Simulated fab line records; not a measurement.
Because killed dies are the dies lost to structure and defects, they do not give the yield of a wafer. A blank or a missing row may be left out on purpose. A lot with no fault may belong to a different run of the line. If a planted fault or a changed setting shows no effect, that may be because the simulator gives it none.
Problem report in the 8D (eight disciplines) form, filled by code -- flow gf180mcu -- the parts of the form that need people (team, actions taken, sign-off) are left out

== 1. THE ISSUE ==
Mean of exposure-dose-mJ-cm2 at GF_MVSD_EXPOSE_04: 254.48 across 6 wafers in 2 lots; on wafers with no fault it is 260.05 (standard deviation 0.25). That is -22 standard deviations from the usual mean.
The step: exposes mask MVSD, target cd 1000 nm.
First observed at day 9 03:58: wafer L191.2, on iline-stepper-02. The record holds 42 wafers of 14 lots with a number at this step. By rule, "out" or "out of limits" means more than 4 standard deviations away from the usual mean. All remaining wafers that have a number are taken as sound.

== 2. WHAT IT IS; WHAT IT IS NOT ==
question,is,is not
which readings at this step,exposure-dose-mJ-cm2,stage-vel-mm-s
which lots,"L191, L192","L170, L172, L173, L174, L178, L180, L181, L182, L183, L185, L187, L193"
which wafers of those lots,all that have a number,-
read on which tools,iline-stepper-02,iline-stepper-01
when,from day 9 03:58,up to then (33 sound wafers); but 3 sound wafers of L193 came after

== 3. WHAT RULES OUT EACH SUSPECT ==
Counting: a tool stays on the suspect list if, at a process step up to the reading, it processed all lots that are out and no sound lot following the first of them.
- iline-stepper-02 at GF_MVSD_EXPOSE_04 (exposes mask MVSD, target cd 1000 nm): kept. It processed each lot that is out, first L191 at day 9 03:58, and no sound lot thereafter; up to then, the last sound lot it processed was L180 at day 6 11:59. Its own exposure-dose-mJ-cm2 readings are out on those wafers.
Remaining after the count: iline-stepper-02 at GF_MVSD_EXPOSE_04.

== 4. THE CAUSE (what the simulator had put in) ==
Drift in process parameters on iline-stepper-02 at GF_MVSD_EXPOSE_04, starting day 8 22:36. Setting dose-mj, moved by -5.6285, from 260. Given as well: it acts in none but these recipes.
Counting left only this tool.

== 5. THE CHAIN OF EFFECTS, in route order ==
Each row: a reading where the mean over the struck wafers with a number is more than 3 standard deviations away from the usual. Only readings for which the record gives a usual standard deviation are gone through. hours: the time from each lot's start at the first step in this table that gives one to its start at this step, as a median over the lots. sigmas: the change in usual standard deviations.
hours,step,reading,usual,on struck wafers,change,sigmas
0,GF_MVSD_EXPOSE_04,exposure-dose-mJ-cm2,260.05,254.48,-5.57,-22
It contains these process steps:
- GF_MVSD_EXPOSE_04: exposes mask MVSD, target cd 1000 nm.
Later measuring or inspecting steps at which every struck wafer that the step has a row for has a number for every such reading, and none has moved that far: GF_CONTACT_OVL_MEAS_15, GF_V1_THK_MEAS_25.

== 6. WHAT WOULD HAVE CAUGHT IT SOONER ==
The fault began at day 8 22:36; the first out-of-limits reading in this record came at day 9 03:58, 5 hours later.
